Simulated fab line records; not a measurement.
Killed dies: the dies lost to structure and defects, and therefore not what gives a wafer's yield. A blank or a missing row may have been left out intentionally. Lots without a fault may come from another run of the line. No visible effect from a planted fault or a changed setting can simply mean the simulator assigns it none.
fab line records -- flow gf180mcu
record lots=7, wafers=21, last-day=32
route steps=602 shown HV_LDD@194
lots untouched by any fault: they come from a run of this same line in which no faults occurred
start-h: the number of hours between the record's first day and the start of the first shown wafer of the lot -- wait-h: time in hours since the lot's previous step -- " identical to the entry in the row above -- L1.1+2: a single row standing in for several wafers -- - either no value or no given start -- * or withheld: withheld -- < > ~ a bound
route shown NAME@n: NAME is a module with steps in the file, n the number in the route of the first one -- usual: mean/standard deviation taken from wafers without a fault -- same: alike in all rows -- chamber/n: place in a boat -- sites: per-site readings -- _std_site: the standard deviation of these -- _edge_site: mean of outer sites minus mean of inner sites -- radius-mm: how far each site lies from the wafer's centre -- mask NAME#n: copy n -- behind: the last tool/chamber to shape the wafer -- hold: the reason the lot was held/the length of the hold in hours/how it ended -- device: whichever transistor did not switch (one of n, p or np) -- end of line: the same wafers' tests at the end of the route -- for a step that has no rows: nothing shown but its recipe -- killed: dies that structure and defects cost at the first sort, which is not the same as the wafer's yield -- map: per-die view of a wafer (x killed, . not killed, _ where there is no die)
set.NAME: setting as actually run; set.NAME@STEP: the setting as run at that earlier step -- model.NAME: the simulator's own value behind a step, which no gauge read
certain route steps with their lots: each step a table, each wafer a row
services: the hour from which a tool's chamber was out of use, counted from the record's first day as start-h (under 0 if before that day), plus the number of hours and why
## steps
# step GF_HV_LDD_DEVELOP_18
# recipe develop-time-s=60, dev-temp-c=23
# step GF_HV_LDD_CD_MEAS_19
# recipe target-cd-nm=400
# usual cd-nm=400.8/2.3
lot.wafer,tool,chamber,start-h,wait-h,cd-nm
L776.4,cd-sem-01,-,291.79,0.1,399.2
L776.5,cd-sem-01,-,291.79,0.1,396.3
L776.6,cd-sem-01,-,291.79,0.1,398.0
L778.1,cd-sem-01,-,302.88,0.1,397.9
L778.2,cd-sem-01,-,302.88,0.1,398.3
L778.6,cd-sem-01,-,302.88,0.1,397.7
L781.3,cd-sem-02,-,324.82,0.1,403.1
L781.5,cd-sem-02,-,324.82,0.1,401.2
L781.6,cd-sem-02,-,324.82,0.1,400.2
L782.1,cd-sem-02,-,332.94,0.1,400.8
L782.2,cd-sem-02,-,332.94,0.1,402.0
L782.5,cd-sem-02,-,332.94,0.1,402.6
L787.3,cd-sem-02,-,367.21,0.1,400.1
L787.5,cd-sem-02,-,367.21,0.1,398.3
L787.6,cd-sem-02,-,367.21,0.1,401.1
L788.2,cd-sem-02,-,378.75,0.1,398.6
L788.5,cd-sem-02,-,378.75,0.1,400.8
L788.6,cd-sem-02,-,378.75,0.1,400.7
L789.2,cd-sem-02,-,388.45,0.1,400.1
L789.4,cd-sem-02,-,388.45,0.1,400.3
L789.5,cd-sem-02,-,388.45,0.1,400.9
# step GF_HV_LDD_OVL_MEAS_20
# usual HV_LDD_01_OVL=-0.8/1.3
lot.wafer,tool,chamber,start-h,wait-h,HV_LDD_01_OVL[nm]
L776.4,overlay-01,-,291.87,0.1,-0.6
L776.5,overlay-01,-,291.87,0.1,-0.8
L776.6,overlay-01,-,291.87,0.1,-0.8
L778.1,overlay-02,-,303.00,0.1,-0.5
L778.2,overlay-02,-,303.00,0.1,-0.5
L778.6,overlay-02,-,303.00,0.1,-2.0
L781.3,overlay-02,-,324.92,0.1,-1.4
L781.5,overlay-02,-,324.92,0.1,-0.4
L781.6,overlay-02,-,324.92,0.1,-2.3
L782.1,overlay-02,-,333.06,0.1,-0.4
L782.2,overlay-02,-,333.06,0.1,1.0
L782.5,overlay-02,-,333.06,0.1,-0.7
L787.3,overlay-01,-,367.30,0.1,0.5
L787.5,overlay-01,-,367.30,0.1,-0.3
L787.6,overlay-01,-,367.30,0.1,-0.9
L788.2,overlay-01,-,378.86,0.1,0.7
L788.5,overlay-01,-,378.86,0.1,0.0
L788.6,overlay-01,-,378.86,0.1,1.4
L789.2,overlay-01,-,388.55,0.1,-2.0
L789.4,overlay-01,-,388.55,0.1,-1.0
L789.5,overlay-01,-,388.55,0.1,-2.4
# step GF_HV_LDD_IMPLANT_21
# recipe species=BF2, energy-kev=25, dose-cm2=5e+13, tilt-deg=7
# step GF_HV_LDD_STRIP_22
# recipe chemistry=O2/N2, power-w=1400, pressure-mtorr=1500, platen-temp-c=250, o2-flow-sccm=3000, n2-flow-sccm=300, overash-fraction=0.5
# usual drypump-motor-current-A=5.4/0.39, heater-power-w=339/24, n2-flow-sccm=299.8/0.83, oes-product-au=0.717/0.0046, strip-time-to-endpoint-s=12.63/0.035
lot.wafer,tool,chamber,start-h,wait-h,drypump-motor-current-A,heater-power-w,n2-flow-sccm,oes-product-au,rf-hours-counter-h,strip-time-to-endpoint-s
L776.4,plasma-asher-04,1,292.07,0.1,5.3,370,298.4,0.713,-,12.62
L776.5,plasma-asher-04,1,292.07,0.1,5.3,365,299.2,0.720,-,12.60
L776.6,plasma-asher-04,0,292.07,0.1,5.3,341,299.9,0.715,-,12.62
L778.1,plasma-asher-04,1,303.19,0.1,5.3,363,300.5,0.720,69,12.62
L778.2,plasma-asher-04,0,303.19,0.1,5.3,344,300.0,0.711,69,12.58
L778.6,plasma-asher-04,0,303.19,0.1,5.4,340,300.6,0.723,-,12.58
L781.3,plasma-asher-02,0,325.12,0.1,5.2,339,299.2,0.718,-,12.69
L781.5,plasma-asher-02,0,325.12,0.1,5.2,332,300.0,0.720,-,12.70
L781.6,plasma-asher-02,1,325.12,0.1,5.2,307,300.3,0.715,-,12.65
L782.1,plasma-asher-04,1,333.25,0.1,5.4,356,299.5,0.718,72,12.59
L782.2,plasma-asher-04,0,333.25,0.1,5.3,335,298.7,0.717,72,12.60
L782.5,plasma-asher-04,1,333.25,0.1,5.4,364,299.8,0.711,-,12.61
L787.3,plasma-asher-04,1,367.51,0.1,5.3,368,300.6,0.710,-,12.67
L787.5,plasma-asher-04,1,367.51,0.1,5.3,373,300.3,0.712,-,12.65
L787.6,plasma-asher-04,0,367.51,0.1,5.3,341,300.0,0.721,-,12.68
L788.2,plasma-asher-04,1,379.04,0.1,5.4,361,298.8,0.726,77,12.65
L788.5,plasma-asher-04,0,379.04,0.1,5.4,350,301.1,0.717,-,12.66
L788.6,plasma-asher-04,1,379.04,0.1,5.3,370,299.9,0.713,-,12.63
L789.2,plasma-asher-03,1,388.73,0.1,5.3,355,299.2,0.713,77,12.61
L789.4,plasma-asher-03,1,388.73,0.1,5.3,358,299.3,0.720,-,12.63
L789.5,plasma-asher-03,0,388.73,0.1,6.6,309,299.7,0.717,-,12.63
# step GF_HV_LDD_TW_MEAS_23
# usual HV_LDD_2_TW=1059/7
lot.wafer,tool,chamber,start-h,wait-h,HV_LDD_2_TW
L776.4,film-metro-04,-,292.16,0.1,1064
L776.5,film-metro-04,-,292.16,0.1,1063
L776.6,film-metro-04,-,292.16,0.1,1057
L778.1,film-metro-01,-,303.29,0.1,1046
L778.2,film-metro-01,-,303.29,0.1,1053
L778.6,film-metro-01,-,303.29,0.1,1055
L781.3,film-metro-04,-,325.21,0.1,1063
L781.5,film-metro-04,-,325.21,0.1,1068
L781.6,film-metro-04,-,325.21,0.1,1066
L782.1,film-metro-02,-,333.35,0.1,1067
L782.2,film-metro-02,-,333.35,0.1,1062
L782.5,film-metro-02,-,333.35,0.1,1065
L787.3,film-metro-02,-,367.60,0.1,1063
L787.5,film-metro-02,-,367.60,0.1,1072
L787.6,film-metro-02,-,367.60,0.1,1068
L788.2,film-metro-01,-,379.15,0.1,1055
L788.5,film-metro-01,-,379.15,0.1,1056
L788.6,film-metro-01,-,379.15,0.1,1057
L789.2,film-metro-04,-,388.84,0.1,1064
L789.4,film-metro-04,-,388.84,0.1,1062
L789.5,film-metro-04,-,388.84,0.1,1060
# step GF_HV_LDD_DEHYDRATE_24
# recipe temp-c=200, time-s=60
# step GF_HV_LDD_HMDS_25
# recipe prime-time-s=60, prime-temp-c=120
# step GF_HV_LDD_COAT_26
# recipe resist=NOVOLAK, spin-rpm=3000, resist-thk-nm=1000
# step GF_HV_LDD_SOFTBAKE_27
# recipe temp-c=90, time-s=60, resist=NOVOLAK
# step GF_HV_LDD_EXPOSE_28
# recipe mask-id=Nplus_HV_AREA, target-cd-nm=400, na=0.6, source-shape=conventional, sigma-outer=0.6, dose-mj=140
# step GF_HV_LDD_PEB_29
# recipe temp-c=withheld, time-s=*, resist=NOVOLAK
# step GF_HV_LDD_DEVELOP_30
# recipe develop-time-s=60, dev-temp-c=23
# usual chill-plate-temp-C=23.03/0.11, develop-time-s=60/0, resist-line-temp-C=23.01/0.1
lot.wafer,tool,chamber,start-h,wait-h,chill-plate-temp-C,develop-time-s,resist-line-temp-C
L776.4,litho-track-01,0,311.50,0.1,22.91,60,22.97
L776.5,litho-track-01,0,311.50,0.1,22.98,60,23.03
L776.6,litho-track-01,0,311.50,0.1,23.10,60,22.97
L778.1,litho-track-03,0,323.98,0.1,23.17,60,23.04
L778.2,litho-track-03,0,323.98,0.1,23.12,60,23.09
L778.6,litho-track-03,0,323.98,0.1,23.25,60,23.01
L781.3,litho-track-03,0,346.23,0.1,23.25,60,23.23
L781.5,litho-track-03,0,346.23,0.1,23.22,60,23.33
L781.6,litho-track-03,0,346.23,0.1,23.11,60,23.17
L782.1,litho-track-04,0,353.62,0.1,22.99,60,23.03
L782.2,litho-track-04,0,353.62,0.1,22.90,60,23.11
L782.5,litho-track-04,0,353.62,0.1,23.00,60,23.03
L787.3,litho-track-01,-,389.98,0.1,-,-,-
L787.5,litho-track-01,-,389.98,0.1,-,-,-
L787.6,litho-track-01,-,389.98,0.1,-,-,-
L788.2,litho-track-04,-,401.49,0.1,-,-,-
L788.5,litho-track-04,-,401.49,0.1,-,-,-
L788.6,litho-track-04,-,401.49,0.1,-,-,-
L789.2,litho-track-03,-,411.46,0.1,-,-,-
L789.4,litho-track-03,-,411.46,0.1,-,-,-
L789.5,litho-track-03,-,411.46,0.1,-,-,-
# step GF_HV_LDD_CD_MEAS_31
# recipe target-cd-nm=400
# usual cd-nm=400.3/1.8
lot.wafer,tool,chamber,start-h,wait-h,cd-nm
L776.4,cd-sem-02,-,311.64,0.1,402.8
L776.5,cd-sem-02,-,311.64,0.1,400.2
L776.6,cd-sem-02,-,311.64,0.1,399.8
L778.1,cd-sem-01,-,324.13,0.1,398.7
L778.2,cd-sem-01,-,324.13,0.1,397.9
L778.6,cd-sem-01,-,324.13,0.1,400.0
L781.3,cd-sem-01,-,346.37,0.1,397.7
L781.5,cd-sem-01,-,346.37,0.1,397.2
L781.6,cd-sem-01,-,346.37,0.1,397.9
L782.1,cd-sem-02,-,353.77,0.1,402.6
L782.2,cd-sem-02,-,353.77,0.1,400.8
L782.5,cd-sem-02,-,353.77,0.1,402.4
L787.3,cd-sem-02,-,390.12,0.1,-
L787.5,cd-sem-02,-,390.12,0.1,-
L787.6,cd-sem-02,-,390.12,0.1,-
L788.2,cd-sem-01,-,401.64,0.1,-
L788.5,cd-sem-01,-,401.64,0.1,-
L788.6,cd-sem-01,-,401.64,0.1,-
L789.2,cd-sem-02,-,411.60,0.1,-
L789.4,cd-sem-02,-,411.60,0.1,-
L789.5,cd-sem-02,-,411.60,0.1,-
## services
tool,chamber,start-h,hours,kind
plasma-asher-02,-,332.62,8.7,repair
## key
first-sign step=GF_HV_LDD_DEVELOP_30, reading=tool-record, direction=missing
effect none on later readings
met-at GF_HV_LDD_DEVELOP_30
struck-wafers L787.3,L787.5,L787.6,L788.2,L788.5,L788.6,L789.2,L789.4,L789.5
later-rows-left-out L787.3,L787.5,L787.6,L788.2,L788.5,L788.6,L789.2,L789.4,L789.5
sort-left-out L787.3,L787.5,L787.6,L788.2,L788.5,L788.6,L789.2,L789.4,L789.5
tester-left-out L787,L788,L789
onset-between 353.62 389.98
fault kind=skipped-step-whole, tool=litho-track-01,litho-track-03,litho-track-04, chamber=-, onset-h=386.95, steps=GF_HV_LDD_DEVELOP_30, scope=struck-lots-only
# tester-left-out: of these lots the tester's yield and bins aren't shown, on N5 and GAA mostly nor the transistor test; their killed dies are dies lost to structure and defects alone, not to doping, threshold or leakage, so they don't give the yield
# sort-left-out: the simulated sort isn't trusted on such a fault, so these wafers' sort isn't shown, and their yield isn't known
# later-rows-left-out: the simulator's readings of these wafers behind a module that went badly wrong aren't trusted and aren't shown, but for the sort
